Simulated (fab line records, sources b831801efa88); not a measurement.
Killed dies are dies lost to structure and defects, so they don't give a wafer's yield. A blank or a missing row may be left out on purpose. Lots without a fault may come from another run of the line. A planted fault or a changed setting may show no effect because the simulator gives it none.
Problem report in the 8D (eight disciplines) form, filled by code | flow sky130 | the parts of the form that need people (team, actions taken, sign-off) are left out

1. THE PROBLEM
sort_bin_5_function at SKY_PAD_OPEN_PROBE_99 reads a mean of 92.3 % on 1 wafer of 1 lot; wafers without a fault read 10.4 % with a standard deviation of 1.5. That is +55 standard deviations from the usual mean.
First seen on wafer L629.5, day 49 14:11, on prober-02. The record holds 20 wafers of 7 lots with a number at this step. Rule for "out", or "out of limits": more than 4 standard deviations from the usual mean. The other wafers with a number count as sound.

2. WHAT IT IS AND WHAT IT IS NOT
question                    | is                                                                                                                     | is not
which readings at this step | sort_bin_5_function, defect_limited_yield, killed_at_M0_to_M3, killed_dies, killed_on_rim, sort_n_pass, sort_yield_pct | killed_at_M4_up, killed_at_contacts, killed_at_front_end, killed_at_other, killed_open, killed_short, sort_bin_3_pad_short, sort_bin_6_memory
which lots                  | L629                                                                                                                   | L617, L621, L623, L625, L635, L637
which wafers of those lots  | L629.5                                                                                                                 | L629.2
read on which tools         | prober-02                                                                                                              | prober-01
when                        | from day 49 14:11                                                                                                      | up to then (13 sound wafers); but 6 sound wafers of L635, L637 came after

3. SUSPECTS, AND WHAT RULES EACH OUT
Counting: a tool at a process step up to the reading stays a suspect if it ran every lot that is out. Sound lots after the first of them don't rule it out here, since some wafers of a struck lot are sound.
- pvd_sputter-03 at SKY_CONTACT_SPUTTER_23 (material TiN, target thk 20 nm, time 80 s): kept. It ran the lot that is out, L629 (day 36 16:58); its last sound lot up to then is L623 (day 34 16:25).
- krf_scanner-01 at SKY_METAL2_EXPOSE_12 (exposes mask MM2, target cd 140 nm): kept. It ran the lot that is out, L629 (day 39 12:32); its last sound lot up to then is L623 (day 37 15:19).
- prober-02 at SKY_PAD_OPEN_PROBE_99: kept. It ran the lot that is out, L629 (day 49 14:02); its last sound lot up to then is L625 (day 48 15:58). Its own readings are out on those wafers: defect_limited_yield, killed_at_M0_to_M3, killed_dies, killed_on_rim, sort_bin_5_function, sort_n_pass, sort_yield_pct.
Left after counting: pvd_sputter-03 at SKY_CONTACT_SPUTTER_23, krf_scanner-01 at SKY_METAL2_EXPOSE_12, prober-02 at SKY_PAD_OPEN_PROBE_99.

4. THE CAUSE (what the simulator had put in)
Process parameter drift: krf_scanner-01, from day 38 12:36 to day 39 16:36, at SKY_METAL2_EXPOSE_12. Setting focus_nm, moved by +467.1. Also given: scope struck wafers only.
Counting left 3 suspects, and this tool is among them.

5. THE CHAIN OF EFFECTS, in route order
Each row: a reading whose mean over the struck wafers that have a number lies more than 3 standard deviations from the usual. Only readings for which the record gives a usual standard deviation are gone through. hours: the time from each lot's start at the first step in this table that gives one to its start at this step, as a median over the lots. sigmas: the change in usual standard deviations.
hours | step                  | reading              | usual  | on struck wafers | change | sigmas
0     | SKY_PAD_OPEN_PROBE_99 | defect_limited_yield | 82.5 % | 0.0              | -82.5  | -41
0     | SKY_PAD_OPEN_PROBE_99 | killed_at_M0_to_M3   | 44     | 451              | +407   | +53
0     | SKY_PAD_OPEN_PROBE_99 | killed_dies          | 86     | 492              | +406   | +41
0     | SKY_PAD_OPEN_PROBE_99 | killed_on_rim        | 17     | 96               | +79    | +22
0     | SKY_PAD_OPEN_PROBE_99 | sort_bin_5_function  | 10.4 % | 92.3             | +81.9  | +55
0     | SKY_PAD_OPEN_PROBE_99 | sort_n_pass          | 406    | 0                | -406   | -41
0     | SKY_PAD_OPEN_PROBE_99 | sort_yield_pct       | 82.5 % | 0.0              | -82.5  | -41
The process steps in it:
- SKY_PAD_OPEN_PROBE_99
Readings that are blank on the struck wafers while sound wafers have them: cd_nm at SKY_METAL2_CD_MEAS_15; METAL2_OVL at SKY_METAL2_OVL_MEAS_16.

6. WHAT WOULD HAVE CAUGHT IT SOONER
In this record the first reading out of limits was taken at day 49 14:11, 266 hours after the fault began at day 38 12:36.
Between SKY_METAL2_EXPOSE_12 and SKY_PAD_OPEN_PROBE_99, SKY_METAL2_CD_MEAS_15 gave no cd_nm and SKY_METAL2_OVL_MEAS_16 gave no METAL2_OVL on the struck wafers, where sound wafers have one: a measuring or inspecting step that comes back empty is itself a sign.
All the lots that are out (1) had begun SKY_METAL2_EXPOSE_12 on krf_scanner-01 by day 49 14:11. A hold on the tool at that time would have spared none of them.
